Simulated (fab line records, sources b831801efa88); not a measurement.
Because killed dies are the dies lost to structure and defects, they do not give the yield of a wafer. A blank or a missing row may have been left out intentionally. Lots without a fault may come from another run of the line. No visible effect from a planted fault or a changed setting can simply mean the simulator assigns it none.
Lot-split experiment ; flow sfq-line ; on a route of 325 steps: 5 lots, 23 wafers read

== THE SPLIT ==
At SFQ_TRILAYER_L0_LITHO_COAT_005 (resist thk 600 nm), the setting spin-rpm was moved away from the recipe's 3000 rpm on 6 of the 23 wafers read, by -4.0% to +3.4%. For the rest of the wafers, this setting stayed at what the recipe calls for.

== FROM THE SPLIT TO THE READING: what the file shows between them, 4 steps ==
- SFQ_TRILAYER_L0_LITHO_SOFTBAKE_009
- SFQ_TRILAYER_L0_LITHO_EXPOSE_006: exposes mask L0, target cd 2000 nm
- SFQ_TRILAYER_L0_LITHO_PEB_008: peb time 59.02 s
- SFQ_TRILAYER_L0_LITHO_DEVELOP_007: time 60 s

== THE READING ==
KrF_of_TRILAYER_L0_LITHO_COAT_005.thk-nm (the simulator's own value, which no gauge read), in nm, at SFQ_TRILAYER_L0_BARC_OPEN_METAL_ETCH_010 (etches BARC in O2, target depth 125 nm, time 41.7 s). There is no usual value for it anywhere in the file. Average 523.1 nm, standard deviation 1.4 nm, over the 17 wafers here run with the recipe.

wafer;tool, chamber at the split;spin-rpm as run, rpm;against the recipe;KrF_of_TRILAYER_L0_LITHO_COAT_005.thk-nm, nm;against lot-mates on the recipe
L074.1;litho-track-02, 0;3102;+3.4%;512.8;-9.4
L074.2;litho-track-02, 0;3000;recipe;522.4;-
L074.3;litho-track-02, 0;3102;+3.4%;513.1;-9.1
L074.4;litho-track-02, 0;3102;+3.4%;512.1;-10.1
L074.6;litho-track-02, 0;3000;recipe;522;-
L075.3;litho-track-02, 0;3000;recipe;521.7;-
L075.4;litho-track-02, 0;3000;recipe;522.4;-
L075.5;litho-track-02, 0;3000;recipe;520.4;-
L076.2;litho-track-03, 0;3000;recipe;525.6;-
L076.3;litho-track-03, 0;3000;recipe;524.8;-
L076.4;litho-track-03, 0;3000;recipe;521.1;-
L076.5;litho-track-03, 0;3000;recipe;522.8;-
L076.6;litho-track-03, 0;3000;recipe;524.7;-
L077.1;litho-track-04, 0;3000;recipe;524.2;-
L077.3;litho-track-04, 0;3000;recipe;523.8;-
L077.4;litho-track-04, 0;3000;recipe;525.5;-
L077.5;litho-track-04, 0;3000;recipe;522.7;-
L077.6;litho-track-04, 0;3000;recipe;522.4;-
L083.2;litho-track-04, 0;2879;-4.0%;536.3;+13.5
L083.3;litho-track-04, 0;3000;recipe;522.6;-
L083.4;litho-track-04, 0;3000;recipe;523;-
L083.5;litho-track-04, 0;2879;-4.0%;536;+13.2
L083.6;litho-track-04, 0;2879;-4.0%;535.4;+12.6

THE FIT
A straight line over all 23 wafers: KrF_of_TRILAYER_L0_LITHO_COAT_005.thk-nm changes by -3.13 nm for each +1% of spin-rpm; r = -0.98; the points scatter about the line by 1.3 nm.
The same after taking each lot's own level away (the mean of its wafers on the recipe; 23 wafers): -3.06 nm for each +1%; r = -0.98; scatter 1.1 nm.
On that fit, the largest move of spin-rpm shifts the reading by 12 nm.
Across the lots, their own levels run from 521.50 to 523.80 nm, a range of 1.6 times the standard deviation given above.
Consequently the slope shifts little with the lot-to-lot level, the two slopes agreeing.
Check: for one of the wafers moved furthest among these (-4.0%), held out of the fit, the line's prediction against its lot-mates is +12.3 nm. Against them it came out at +13.5 nm.

== THE WHOLE CHAIN: every reading that the file lists as answering this split, in the file's order ==
step;what it does;reading;change (the file's fit);r (the file's)
SFQ_TRILAYER_L0_LITHO_COAT_005;resist thk 600 nm;KrF_of_TRILAYER_L0_LITHO_COAT_005.thk-nm (the simulator's own value, which no gauge read);-2.96 nm for each +1% of the setting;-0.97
SFQ_TRILAYER_L0_BARC_OPEN_METAL_ETCH_010;etches BARC in O2, target depth 125 nm, time 41.7 s;KrF_of_TRILAYER_L0_LITHO_COAT_005.thk-nm (the simulator's own value, which no gauge read);-3.07 nm for each +1% of the setting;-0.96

== FILE'S OWN FIT ==
KrF_of_TRILAYER_L0_LITHO_COAT_005.thk-nm changes by -3.07 nm for each +1% of spin-rpm, r = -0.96.
